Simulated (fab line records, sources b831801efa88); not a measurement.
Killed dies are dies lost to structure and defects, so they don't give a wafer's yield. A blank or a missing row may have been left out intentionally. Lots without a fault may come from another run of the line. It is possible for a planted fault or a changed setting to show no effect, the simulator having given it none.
fab line records	flow sky130
[record] lots = 5	wafers = 15	last-day = 49
route steps=708 shown LOCAL_INTERCONNECT@394 CONTACT@406 PAD_OPEN@708
lots untouched by any fault: they come from a run of this same line in which no faults occurred
start-h: start of the lot's first displayed wafer, in hours after the record's first day	wait-h: hours from the lot's prior step to this one	" same as the row above	L1.1+2: a single row standing in for several wafers	- value missing, or start not given	* or withheld: withheld	< > ~ a bound
route shown NAME@n: NAME is a module with steps in the file, n the number in the route of the first one	usual: mean and standard deviation over wafers with no fault	same: alike in all rows	chamber/n: place in a boat	sites: the reading at each site	_std_site: standard deviation of those values	_edge_site: inner sites' mean taken away from outer sites' mean	radius-mm: how far each site lies from the wafer's centre	mask NAME#n: copy n	behind: the most recent tool/chamber to have shaped the wafer	hold: why the lot went on hold/how many hours it stayed there/how the hold came to an end	device: which transistor (n, p or np) failed to switch	end of line: tests of these same wafers at the route's end	a step with no rows: only its recipe	killed: at the first sort, the dies lost to defects and structure; wafer yield is something else	map: per-die view of a wafer (x killed, . not killed, _ where there is no die)
set.NAME: the setting as run; set.NAME@STEP: as run at that earlier step	model.NAME: the simulator's own value behind a step, which no gauge read
a table for each step, a row for each wafer; lots at some steps of the route
services: when a tool's chamber went out of use (start-h, in hours from the record's first day, below 0 if earlier), for how many hours, and the reason
[[steps]]
[step SKY_LOCAL_INTERCONNECT_SOFTBAKE_07]
[recipe] temp-c = 100	time-s = 90	resist = KrF-thick
[step SKY_LOCAL_INTERCONNECT_EXPOSE_08]
[recipe] mask-id = LI1M	na = 0.8	source-shape = annular	sigma-inner = 0.55	sigma-outer = 0.85	target-cd-nm = 170	dose-mj = 28
[step SKY_LOCAL_INTERCONNECT_PEB_09]
[recipe] peb-temp-c = withheld	peb-time-s = withheld	resist = KrF-thick
[step SKY_LOCAL_INTERCONNECT_DEVELOP_10]
[recipe] develop-time-s = 60	resist = KrF-thick	dev-temp-c = 21
[step SKY_LOCAL_INTERCONNECT_CD_MEAS_11]
[recipe] target-cd-nm = 170
[usual] cd-nm = 169.9/1.4
lot.wafer	tool	chamber	start-h	wait-h	cd-nm
L936.2	cd-sem-01	-	753.67	-	172.5
L936.4	"	-	"	"	170.5
L936.6	"	-	"	"	171.9
L942.1	cd-sem-02	-	794.08	-	171.2
L942.3	"	-	"	"	171.4
L942.4	"	-	"	"	171.4
L945.1	cd-sem-02	-	829.28	-	169.4
L945.3	"	-	"	"	168.5
L945.6	"	-	"	"	169.2
L947.2	cd-sem-02	-	835.45	-	170.7
L947.3	"	-	"	"	171.9
L947.5	"	-	"	"	172.3
L948.1	cd-sem-02	-	845.93	-	169.3
L948.2	"	-	"	"	171.3
L948.4	"	-	"	"	169.3
[step SKY_LOCAL_INTERCONNECT_OVL_MEAS_12]
[usual] LOCAL_INTERCONNECT_OVL = 2/7.3
lot.wafer	tool	chamber	start-h	wait-h	LOCAL_INTERCONNECT_OVL[nm]
L936.2	overlay-02	-	753.77	0.1	0
L936.4	"	-	"	"	0
L936.6	"	-	"	"	-2
L942.1	overlay-02	-	794.20	0.1	2
L942.3	"	-	"	"	7
L942.4	"	-	"	"	-2
L945.1	overlay-02	-	829.40	0.1	12
L945.3	"	-	"	"	13
L945.6	"	-	"	"	14
L947.2	overlay-02	-	835.56	0.1	5
L947.3	"	-	"	"	15
L947.5	"	-	"	"	9
L948.1	overlay-02	-	846.05	0.1	4
L948.2	"	-	"	"	-2
L948.4	"	-	"	"	-2
[step SKY_LOCAL_INTERCONNECT_ETCH_13]
[recipe] chemistry = N2/H2	target = BARC	ion-energy-ev = 204.9	bias-w = 100	pressure-mtorr = 30	n2-flow-sccm = 100	h2-flow-sccm = 200	icp-w = 500	stop-on = SiO2	time-s = 45.9	target-depth-a = 600
[step SKY_LOCAL_INTERCONNECT_METAL_ETCH_14]
[recipe] target-depth-nm = 110	stop-on = PSG	chemistry = Cl2/BCl3	target = TiN	resist-sidewall-deg = 88	pressure-mtorr = 10	icp-w = 900	bias-w = 48.5	Cl2_flow_sccm = 60	bcl3-flow-sccm = 30	time-s = 31.4
[usual] chamber-pressure-mTorr = 10.001/0.01	drypump-motor-current-A = 5.3/0.42	oes-product-au = 0.945/0.008	throttle-valve-pct = 21.898/0.009
lot.wafer	tool	chamber	start-h	wait-h	chamber-pressure-mTorr	drypump-motor-current-A	oes-product-au	rf-hours-counter-h	throttle-valve-pct
L936.2	rie-metal-02	1	753.95	0.1	9.983	4.7	0.945	-	21.897
L936.4	"	1	"	"	9.997	4.7	0.949	-	21.887
L936.6	"	1	"	"	9.990	4.7	0.938	-	21.902
L942.1	rie-metal-01	0	794.30	0.0	9.989	5.6	0.948	7	21.891
L942.3	"	0	"	"	9.992	5.6	0.945	-	21.896
L942.4	"	1	"	"	10.001	5.0	0.940	-	21.892
L945.1	rie-metal-02	1	829.56	0.1	9.997	4.7	0.944	4	21.887
L945.3	"	1	"	"	9.994	4.7	0.937	-	21.920
L945.6	"	1	"	"	9.999	4.7	0.953	-	21.885
L947.2	rie-metal-01	0	835.65	0.0	10.000	5.5	0.942	9	21.905
L947.3	"	1	"	"	10.006	5.0	0.942	-	21.888
L947.5	"	1	"	"	9.995	5.1	0.940	-	21.901
L948.1	rie-metal-03	1	846.15	0.0	10.006	5.2	0.935	15	21.908
L948.2	"	0	"	"	10.004	5.8	0.917	11	21.902
L948.4	"	0	"	"	10.005	5.8	0.935	-	21.900
[step SKY_LOCAL_INTERCONNECT_STRIP_15]
[recipe] chemistry = O2/N2	power-w = 1400	pressure-mtorr = 1500	platen-temp-c = withheld	o2-flow-sccm = 3000	n2-flow-sccm = 300	overash-fraction = 0.5
[usual] chamber-pressure-mTorr = 1499.9/1.4	drypump-motor-current-A = 5.6/0.41	oes-product-au = 0.427/0.0049	strip-time-to-endpoint-s = 4.722/0.021
[same] overash-fraction = 0.5
lot.wafer	tool	chamber	start-h	wait-h	chamber-pressure-mTorr	drypump-motor-current-A	oes-product-au	rf-hours-counter-h	strip-time-to-endpoint-s
L936.2	plasma-asher-01	1	754.03	0.1	1499.4	6.1	0.424	33	4.768
L936.4	"	0	"	"	1501.5	5.4	0.428	-	4.760
L936.6	"	1	"	"	1500.0	6.1	0.431	-	4.765
L942.1	plasma-asher-03	1	794.35	0.0	1499.4	5.5	0.425	68	4.717
L942.3	"	0	"	"	1500.6	5.3	0.417	-	4.739
L942.4	"	1	"	"	1499.2	5.5	0.428	-	4.733
L945.1	plasma-asher-03	1	829.66	0.1	1499.4	5.5	0.424	72	4.737
L945.3	"	0	"	"	1501.1	5.3	0.424	-	4.756
L945.6	"	0	"	"	1499.0	5.3	0.432	-	4.754
L947.2	plasma-asher-03	1	835.70	0.0	1498.8	5.5	0.423	73	4.702
L947.3	"	0	"	"	1500.1	5.3	0.432	-	4.743
L947.5	"	0	"	"	1499.4	5.3	0.433	-	4.730
L948.1	plasma-asher-01	1	846.20	0.0	1497.0	6.1	0.428	41	4.708
L948.2	"	0	"	"	1501.0	5.4	0.431	41	4.713
L948.4	"	0	"	"	1498.0	5.4	0.426	-	4.691
[step SKY_LOCAL_INTERCONNECT_STRIP_16]
[recipe] chemistry = post-etch-residue-remover	time-s = 1200	temp-c = 72.5
[step SKY_LOCAL_INTERCONNECT_CLEAN_17]
[recipe] chemistry = IPA	time-s = 180	temp-c = 25
[step SKY_LOCAL_INTERCONNECT_CLEAN_18]
[recipe] chemistry = O3/DIW	dry = n2-spin
[step SKY_CONTACT_CVD_00]
[recipe] material = Si3N4	target-thk-nm = 75	temp-c = 400	time-s = withheld	rf-w = 450
[usual] heater-power-w = 718/76
lot.wafer	tool	chamber	start-h	wait-h	heater-power-w	model.Si3N4_of_CONTACT_CVD_00.thk-nm
L936.2	pecvd-04	1	754.62	0.0	638	74.61
L936.4	"	2	"	"	771	76.05
L936.6	"	0	"	"	646	75
L942.1	pecvd-03	2	794.95	0.0	857	74.18
L942.3	"	2	"	"	892	75.06
L942.4	"	0	"	"	740	73.51
L945.1	pecvd-03	2	830.30	0.0	773	75.01
L945.3	"	1	"	"	535	74.74
L945.6	"	0	"	"	683	62.02
L947.2	pecvd-01	1	836.29	0.0	801	74.49
L947.3	"	2	"	"	786	74.55
L947.5	"	1	"	"	797	76.23
L948.1	pecvd-04	2	846.79	0.0	771	73.81
L948.2	"	0	"	"	740	73.65
L948.4	"	0	"	"	753	73.82
[step SKY_CONTACT_THK_MEAS_01]
[recipe] reads = Si3N4_of_CONTACT_CVD_00
[usual] CONTACT_CVD_00_THK = 75.3/1
lot.wafer	tool	chamber	start-h	wait-h	hold	CONTACT_CVD_00_THK[nm]
L936.2	film-metro-04	-	754.67	-	-	74.6
L936.4	"	-	"	"	-	76.1
L936.6	"	-	"	"	-	75.0
L942.1	film-metro-04	-	795.00	-	-	74.2
L942.3	"	-	"	"	-	75.0
L942.4	"	-	"	"	-	73.5
L945.1	film-metro-04	-	830.33	-	await-dispo/0.2h/release	75.0
L945.3	"	-	"	"	await-dispo/0.2h/release	74.8
L945.6	"	-	"	"	await-dispo/0.2h/release	62.0
L945.1	film-metro-04	-	830.56	0.2	-	75.1
L945.3	"	-	"	"	-	74.8
L945.6	"	-	"	"	-	62.0
L947.2	film-metro-01	-	836.34	-	-	74.5
L947.3	"	-	"	"	-	74.6
L947.5	"	-	"	"	-	76.2
L948.1	film-metro-02	-	846.84	-	-	73.8
L948.2	"	-	"	"	-	73.7
L948.4	"	-	"	"	-	73.8
[step SKY_CONTACT_THK_MEAS_03]
[recipe] reads = SiO2_of_CONTACT_HDPCVD_02
[usual] CONTACT_HDPCVD_THK = 564/6.6
lot.wafer	tool	chamber	start-h	wait-h	CONTACT_HDPCVD_THK[nm]
L936.2	film-metro-01	-	754.80	0.0	563
L936.4	"	-	"	"	567
L936.6	"	-	"	"	560
L942.1	film-metro-02	-	795.13	0.0	569
L942.3	"	-	"	"	557
L942.4	"	-	"	"	562
L945.1	film-metro-01	-	832.63	0.0	566
L945.3	"	-	"	"	567
L945.6	"	-	"	"	566
L947.2	film-metro-04	-	836.46	0.0	566
L947.3	"	-	"	"	564
L947.5	"	-	"	"	562
L948.1	film-metro-04	-	846.97	0.0	568
L948.2	"	-	"	"	560
L948.4	"	-	"	"	576
[step SKY_CONTACT_CMP_04]
[recipe] material = SiO2	down-force-psi = 4	platen-rpm = 60	pad-velocity-m-s = 0.94248
[usual] motor-current-A = 11.7/1.8	platen-rpm = 60.00/0.043
lot.wafer	tool	chamber	start-h	wait-h	motor-current-A	platen-rpm
L936.2	cmp-02	2	754.85	0.0	11.0	59.97
L936.4	"	1	"	"	14.0	59.98
L936.6	"	2	"	"	11.1	60.09
L942.3	cmp-02	1	795.24	0.1	14.8	60.06
L942.1	"	2	"	"	11.0	60.01
L942.4	"	3	"	"	10.6	59.98
L945.3	cmp-02	2	832.74	0.1	11.2	60.01
L945.1	"	3	"	"	10.3	60.00
L945.6	"	1	"	"	15.0	60.00
L947.2	cmp-01	1	836.51	0.0	11.0	60.05
L947.3	"	3	"	"	10.5	59.99
L947.5	"	1	"	"	11.1	60.02
L948.4	cmp-01	2	847.08	0.1	9.8	60.00
L948.2	"	3	"	"	9.9	59.99
L948.1	"	0	"	"	12.3	60.00
[step SKY_CONTACT_BOW_MEAS_05]
[recipe] mode = bow
[usual] CONTACT_BOW = 82/7.5
lot.wafer	tool	chamber	start-h	wait-h	CONTACT_BOW[um]
L936.2	film-metro-04	-	755.17	0.3	82
L936.4	"	-	"	"	88
L936.6	"	-	"	"	88
L942.1	film-metro-04	-	795.49	0.1	84
L942.3	"	-	"	"	77
L942.4	"	-	"	"	86
L945.1	film-metro-04	-	833.09	0.2	79
L945.3	"	-	"	"	85
L945.6	"	-	"	"	79
L947.2	film-metro-01	-	836.83	0.3	79
L947.3	"	-	"	"	73
L947.5	"	-	"	"	79
L948.1	film-metro-02	-	847.33	0.1	83
L948.2	"	-	"	"	74
L948.4	"	-	"	"	85
[step SKY_CONTACT_DEHYDRATE_06]
[recipe] temp-c = 200	time-s = 60
[step SKY_CONTACT_HMDS_07]
[recipe] prime-time-s = 60	prime-temp-c = 120
[step SKY_CONTACT_COAT_08]
[recipe] resist = BARC	temp-c = withheld	time-s = withheld	spin-rpm = 3000	resist-thk-nm = 60
[step SKY_CONTACT_COAT_09]
[recipe] resist = KrF-thick	spin-rpm = 2980	resist-thk-nm = 450
[step SKY_CONTACT_SOFTBAKE_10]
[recipe] temp-c = 100	time-s = 90	resist = KrF-thick
[step SKY_CONTACT_EXPOSE_11]
[recipe] mask-id = CTM1	na = 0.8	source-shape = annular	sigma-inner = 0.55	sigma-outer = 0.85	target-cd-nm = 170	dose-mj = 38
[step SKY_CONTACT_PEB_12]
[recipe] peb-temp-c = withheld	peb-time-s = withheld	resist = KrF-thick
[step SKY_CONTACT_DEVELOP_13]
[recipe] develop-time-s = 60	resist = KrF-thick	dev-temp-c = 21
[step SKY_CONTACT_CD_MEAS_14]
[recipe] target-cd-nm = 170
[usual] cd-nm = 169.9/1.4
lot.wafer	tool	chamber	start-h	wait-h	cd-nm
L936.2	cd-sem-01	-	781.78	-	168.7
L936.4	"	-	"	"	169.1
L936.6	"	-	"	"	168.6
L942.1	cd-sem-01	-	822.18	-	170.4
L942.3	"	-	"	"	171.3
L942.4	"	-	"	"	172.0
L945.1	cd-sem-02	-	857.08	-	169.8
L945.3	"	-	"	"	169.4
L945.6	"	-	"	"	170.3
L947.2	cd-sem-01	-	862.00	-	171.2
L947.3	"	-	"	"	168.7
L947.5	"	-	"	"	171.4
L948.1	cd-sem-02	-	873.50	-	170.6
L948.2	"	-	"	"	169.9
L948.4	"	-	"	"	171.0
[step SKY_CONTACT_OVL_MEAS_15]
[usual] CONTACT_OVL = -1/5.1
lot.wafer	tool	chamber	start-h	wait-h	CONTACT_OVL[nm]
L936.2	overlay-02	-	781.89	0.1	0
L936.4	"	-	"	"	-3
L936.6	"	-	"	"	7
L942.1	overlay-02	-	822.30	0.1	1
L942.3	"	-	"	"	2
L942.4	"	-	"	"	1
L945.1	overlay-02	-	857.20	0.1	0
L945.3	"	-	"	"	4
L945.6	"	-	"	"	-3
L947.2	overlay-01	-	862.11	0.1	-2
L947.3	"	-	"	"	-4
L947.5	"	-	"	"	-12
L948.1	overlay-01	-	873.62	0.1	-5
L948.2	"	-	"	"	3
L948.4	"	-	"	"	7
[step SKY_CONTACT_ETCH_16]
[recipe] chemistry = N2/H2	target = BARC	ion-energy-ev = 200	source-w = 500	bias-w = 100	pressure-mtorr = 30	n2-flow-sccm = 100	h2-flow-sccm = 200	stop-on = SiO2	time-s = 45.9	target-depth-a = 600
[usual] chamber-pressure-mTorr = 30.000/0.029	drypump-motor-current-A = 5.6/0.5	oes-product-au = 0.854/0.005	throttle-valve-pct = 13.225/0.0091
lot.wafer	tool	chamber	start-h	wait-h	chamber-pressure-mTorr	drypump-motor-current-A	oes-product-au	rf-hours-counter-h	throttle-valve-pct
L936.2	rie-diel-03	3	781.92	0.0	29.966	6.1	0.855	5	13.231
L936.4	"	0	"	"	30.036	5.0	0.852	6	13.229
L936.6	"	3	"	"	29.950	6.1	0.840	-	13.231
L942.1	rie-diel-03	3	822.34	0.0	29.953	6.1	0.857	6	13.223
L942.3	"	1	"	"	30.016	6.0	0.851	13	13.211
L942.4	"	3	"	"	29.971	6.2	0.851	-	13.223
L945.1	rie-diel-03	0	857.24	0.0	30.005	5.0	0.858	9	13.220
L945.3	"	2	"	"	30.026	5.2	0.856	0	13.226
L945.6	"	0	"	"	30.039	5.0	0.850	-	13.233
L947.2	rie-diel-02	1	862.14	0.0	29.965	5.5	0.854	21	13.213
L947.3	"	0	"	"	30.029	5.5	0.845	7	13.227
L947.5	"	1	"	"	30.021	5.5	0.851	-	13.216
L948.1	rie-diel-04	2	873.65	0.0	29.990	6.6	0.845	7	13.224
L948.2	"	3	"	"	30.018	5.9	0.854	12	13.244
L948.4	"	0	"	"	29.936	5.9	0.845	21	13.216
[step SKY_CONTACT_ETCH_17]
[recipe] target = SiO2	chemistry = C4F8/O2/Ar	stop-on = Si3N4	mask-material = KrF-thick	source-w = 1500	bias-w = 1200	pressure-mtorr = 40	c4f8-flow-sccm = withheld	O2_flow_sccm = 6	Ar_flow_sccm = 300	time-s = withheld	target-depth-a = 3400
[usual] chamber-pressure-mTorr = 39.99/0.037	oes-product-au = 0.892/0.0047
lot.wafer	tool	chamber	start-h	wait-h	chamber-pressure-mTorr	oes-product-au
L936.2	rie-diel-03	3	781.96	0.0	40.01	0.888
L936.4	"	0	"	"	40.00	0.894
L936.6	"	3	"	"	40.03	0.889
L942.1	rie-diel-03	3	822.38	0.0	39.92	0.889
L942.3	"	1	"	"	40.03	0.888
L942.4	"	3	"	"	39.98	0.891
L945.1	rie-diel-03	0	857.28	0.0	40.04	0.894
L945.3	"	2	"	"	40.00	0.890
L945.6	"	0	"	"	39.93	0.882
L947.2	rie-diel-02	1	862.18	0.0	39.99	0.891
L947.3	"	0	"	"	39.99	0.890
L947.5	"	1	"	"	39.96	0.890
L948.1	rie-diel-04	2	873.70	0.0	40.05	0.902
L948.2	"	3	"	"	39.92	0.894
L948.4	"	0	"	"	40.08	0.894
[step SKY_CONTACT_ETCH_18]
[recipe] target = Si3N4	chemistry = CHF3/O2	stop-on = TiN	source-w = 600	bias-w = 200	pressure-mtorr = 40	chf3-flow-sccm = 50	O2_flow_sccm = 5	time-s = 39	target-depth-a = 750
[usual] chamber-pressure-mTorr = 40.00/0.037	drypump-motor-current-A = 5.6/0.49	oes-product-au = 0.857/0.0079	throttle-valve-pct = 8.793/0.0095
lot.wafer	tool	chamber	start-h	wait-h	chamber-pressure-mTorr	drypump-motor-current-A	oes-product-au	rf-hours-counter-h	throttle-valve-pct	model.etch.depth-nm
L936.2	rie-diel-03	3	-	-	40.05	6.1	0.851	5	8.782	74.61
L936.4	"	0	"	"	39.92	5.0	0.866	6	8.795	76.05
L936.6	"	3	"	"	39.97	6.1	0.856	-	8.790	75
L942.1	rie-diel-03	3	-	-	40.04	6.1	0.851	7	8.794	74.18
L942.3	"	1	"	"	39.98	6.0	0.850	14	8.787	75.06
L942.4	"	3	"	"	39.99	6.1	0.845	-	8.788	73.51
L945.1	rie-diel-03	0	-	-	40.00	5.0	0.850	9	8.788	75.01
L945.3	"	2	"	"	39.99	5.2	0.846	0	8.788	74.74
L945.6	"	0	"	"	40.00	5.0	0.773	-	8.776	62.02
L947.2	rie-diel-02	1	-	-	39.99	5.5	0.848	21	8.793	74.49
L947.3	"	0	"	"	40.03	5.5	0.856	7	8.796	74.55
L947.5	"	1	"	"	40.01	5.6	0.862	-	8.804	76.23
L948.1	rie-diel-04	2	-	-	39.96	6.6	0.857	7	8.806	73.81
L948.2	"	3	"	"	39.99	5.9	0.845	12	8.795	73.65
L948.4	"	0	"	"	40.05	5.9	0.842	21	8.796	73.82
[step SKY_CONTACT_STRIP_19]
[recipe] chemistry = O2/N2	power-w = 1400	pressure-mtorr = 1500	platen-temp-c = withheld	o2-flow-sccm = 3000	n2-flow-sccm = 300	overash-fraction = 0.5
[step SKY_PAD_OPEN_PROBE_99]
[usual] killed_at_M0_to_M3 = 44/6.3	killed_at_M4_up = 3.1/1.8	killed-at-contacts = 25/5.1	killed-at-front-end = 15/4.1	killed-at-other = 0.3/0.71	killed-dies = 87/8.8	killed-open = 47/6.8	killed-short = 40/6.7
[same] gross-dies = 492	killed-at-back-side = 0
lot.wafer	tool	chamber	start-h	wait-h	killed_at_M0_to_M3	killed_at_M4_up	killed-at-contacts	killed-at-front-end	killed-at-other	killed-dies	killed-open	killed-short
L936.2	prober-01	-	1113.75	0.1	45	4	22	11	0	82	46	36
L936.4	prober-01	-	1113.85	0.2	37	7	22	10	0	76	37	39
L936.6	prober-01	-	1113.95	0.2	54	3	24	18	0	99	59	40
L942.1	prober-01	-	1143.59	0.1	41	3	27	14	0	85	54	31
L942.3	prober-01	-	1143.69	0.2	36	2	30	16	0	84	43	41
L942.4	prober-01	-	1143.74	0.2	42	4	16	12	0	74	45	29
L945.1	prober-02	-	1166.48	0.1	55	3	19	13	0	90	43	47
L945.3	prober-02	-	1166.58	0.2	38	3	22	7	0	70	32	38
L945.6	prober-02	-	1166.73	0.2	35	2	24	20	10	91	51	30
L947.2	prober-02	-	1172.00	0.1	36	4	18	7	0	65	30	35
L947.3	prober-02	-	1172.05	0.2	36	2	20	15	0	73	45	28
L947.5	prober-02	-	1172.15	0.2	50	0	21	8	1	80	43	37
L948.1	prober-01	-	1179.13	0.1	37	5	19	19	0	80	46	34
L948.2	prober-01	-	1179.18	0.1	50	2	30	16	0	98	51	47
L948.4	prober-01	-	1179.28	0.2	44	3	24	16	0	87	48	39
// killed by level:class
L936.2 VIA1:geometric-particle:open=13 VIA3:geometric-particle:open=7 CONTACT:geometric-particle:short=6 CONTACT:geometric-particle:open=6 LI_CONTACT:geometric-particle:open=5 METAL2:geometric-particle:short=5 VIA1:geometric-particle:short=4 VIA2:geometric-particle:open=4
L936.4 CONTACT:geometric-particle:open=10 VIA1:geometric-particle:open=9 VIA3:geometric-particle:short=6 METAL2:geometric-particle:short=5 CONTACT:geometric-particle:short=4 METAL3:geometric-particle:short=4 METAL4:geometric-particle:short=4 FIELD_ISO:geometric-particle:open=3
L936.6 VIA1:geometric-particle:open=11 METAL2:geometric-particle:short=10 LI_CONTACT:geometric-particle:open=9 CONTACT:geometric-particle:open=9 VIA2:geometric-particle:open=8 VIA3:geometric-particle:open=8 CONTACT:geometric-particle:short=5 FIELD_ISO:geometric-particle:open=4
L942.1 LI_CONTACT:geometric-particle:open=12 VIA2:geometric-particle:open=10 FIELD_ISO:geometric-particle:open=9 VIA1:geometric-particle:open=7 CONTACT:geometric-particle:open=6 VIA2:geometric-particle:short=6 VIA3:geometric-particle:open=5 CONTACT:geometric-particle:short=4
L942.3 LI_CONTACT:geometric-particle:open=11 CONTACT:geometric-particle:open=10 VIA1:geometric-particle:open=7 METAL2:geometric-particle:short=7 LOCAL_INTERCONNECT:geometric-particle:short=6 FIELD_ISO:geometric-particle:open=5 METAL1:geometric-particle:short=5 VIA1:geometric-particle:short=5
L942.4 VIA1:geometric-particle:open=12 CONTACT:geometric-particle:open=6 VIA3:geometric-particle:open=6 VIA2:geometric-particle:short=5 FIELD_ISO:geometric-particle:open=4 METAL4:geometric-particle:short=4 METAL1:geometric-particle:short=4 METAL2:geometric-particle:open=4
L945.1 VIA1:geometric-particle:open=12 METAL2:geometric-particle:short=10 CONTACT:geometric-particle:short=9 VIA3:geometric-particle:open=6 VIA2:geometric-particle:open=6 VIA1:geometric-particle:short=5 FIELD_ISO:geometric-particle:open=4 FIELD_ISO:geometric-particle:short=4
L945.3 METAL2:geometric-particle:short=9 VIA1:geometric-particle:open=8 VIA3:geometric-particle:open=6 CONTACT:geometric-particle:short=6 LI_CONTACT:geometric-particle:open=5 CONTACT:geometric-particle:open=5 METAL1:geometric-particle:short=5 LOCAL_INTERCONNECT:geometric-particle:short=4
L945.6 CONTACT:geometric-particle:open=10 PAD_OPEN:area-etch=10 VIA1:geometric-particle:open=8 POLY_GATE:geometric-particle:open=7 LI_CONTACT:geometric-particle:open=7 METAL2:geometric-particle:short=6 LOCAL_INTERCONNECT:geometric-particle:short=5 FIELD_ISO:geometric-particle:open=4
L947.2 VIA1:geometric-particle:open=8 METAL2:geometric-particle:short=6 VIA3:geometric-particle:open=6 CONTACT:geometric-particle:short=5 CONTACT:geometric-particle:open=5 LI_CONTACT:geometric-particle:short=4 LI_CONTACT:geometric-particle:open=4 METAL1:geometric-particle:short=4
L947.3 VIA1:geometric-particle:open=14 CONTACT:geometric-particle:open=8 POLY_GATE:geometric-particle:open=6 VIA2:geometric-particle:open=6 LI_CONTACT:geometric-particle:open=4 CONTACT:geometric-particle:short=4 FIELD_ISO:geometric-particle:short=3 POLY_GATE:geometric-particle:short=3
L947.5 VIA2:geometric-particle:open=12 VIA1:geometric-particle:open=9 CONTACT:geometric-particle:open=7 METAL2:geometric-particle:short=6 LI_CONTACT:geometric-particle:open=6 VIA1:geometric-particle:short=5 POLY_GATE:geometric-particle:short=4 CONTACT:geometric-particle:short=4
L948.1 VIA1:geometric-particle:open=12 CONTACT:geometric-particle:open=8 VIA1:geometric-particle:short=8 FIELD_ISO:geometric-particle:short=5 FIELD_ISO:geometric-particle:open=5 VIA3:geometric-particle:open=5 VIA2:geometric-particle:open=5 POLY_GATE:geometric-particle:open=4
L948.2 VIA1:geometric-particle:open=12 METAL1:geometric-particle:short=9 CONTACT:geometric-particle:open=8 FIELD_ISO:geometric-particle:open=7 VIA3:geometric-particle:open=7 CONTACT:geometric-particle:short=6 LI_CONTACT:geometric-particle:open=6 FIELD_ISO:geometric-particle:short=5
L948.4 VIA1:geometric-particle:open=9 LI_CONTACT:geometric-particle:open=8 CONTACT:geometric-particle:open=8 FIELD_ISO:geometric-particle:open=6 VIA2:geometric-particle:open=6 POLY_GATE:geometric-particle:short=5 METAL1:geometric-particle:short=5 VIA3:geometric-particle:open=5
[[services]]
tool	chamber	start-h	hours	kind
rie-metal-02	0	731.59	3.6	repair
rie-diel-03	0	732.20	8.2	repair
rie-diel-02	2	736.56	2.1	repair
cmp-02	-	744.07	4.0	pm
pecvd-04	-	745.05	0.7	repair
rie-metal-02	0	746.36	12.7	repair
cmp-01	-	751.92	8.0	pm
pecvd-03	-	763.15	0.3	repair
cmp-02	-	763.85	6.0	pm
cmp-01	-	777.55	0.9	repair
cmp-02	-	784.18	2.1	repair
rie-metal-03	-	787.59	2.8	pm
pecvd-01	-	787.94	14.6	pm
cmp-02	-	793.63	0.2	repair
pecvd-04	0	804.92	10.5	repair
rie-diel-03	2	805.15	6.9	repair
rie-diel-02	0	810.84	10.1	repair
cmp-02	-	811.31	5.6	pm
pecvd-04	-	813.76	14.6	pm
plasma-asher-03	-	817.15	2.2	repair
plasma-asher-01	-	825.64	5.8	repair
rie-diel-04	1	835.57	3.0	repair
rie-diel-04	3	849.04	4.0	repair
cmp-01	-	855.89	5.8	pm
[[key]]
[first-sign] step = SKY_CONTACT_THK_MEAS_01	reading = visit	direction = added
[effect] step = SKY_CONTACT_THK_MEAS_01	reading = CONTACT_CVD_00_THK	direction = down	sigmas = 13	usual = 75.3	struck = 62.0
[effect] step = SKY_CONTACT_ETCH_18	reading = oes-product-au	direction = down	sigmas = 11	usual = 0.857	struck = 0.773
[model-effect] step = SKY_CONTACT_CVD_00	value = Si3N4_of_CONTACT_CVD_00.thk-nm	without = 76.81	struck = 62.02
[model-effect] step = SKY_CONTACT_ETCH_18	value = etch.depth-nm	without = 76.81	struck = 62.02
met-at SKY_CONTACT_CVD_00
struck-wafers L945.6
tester-left-out L945
[baseline-loss] step = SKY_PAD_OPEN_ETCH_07	wafers = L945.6
onset-between 794.95 830.30
[fault] kind = process-parameter-drift	tool = pecvd-03	chamber = 0	onset-h = 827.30	steps = SKY_CONTACT_CVD_00	channel = time-s	offset = withheld	shape = step	end-h = 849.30	acts-in = *
// tester-left-out: of these lots the tester's yield and bins aren't shown, on N5 and GAA mostly nor the transistor test; their killed dies are dies lost to structure and defects alone, not to doping, threshold or leakage, so they don't give the yield
// baseline-loss: these wafers lose ten dies or more at that step, a loss of the line's own and not of a fault; the sort's usual values leave them out
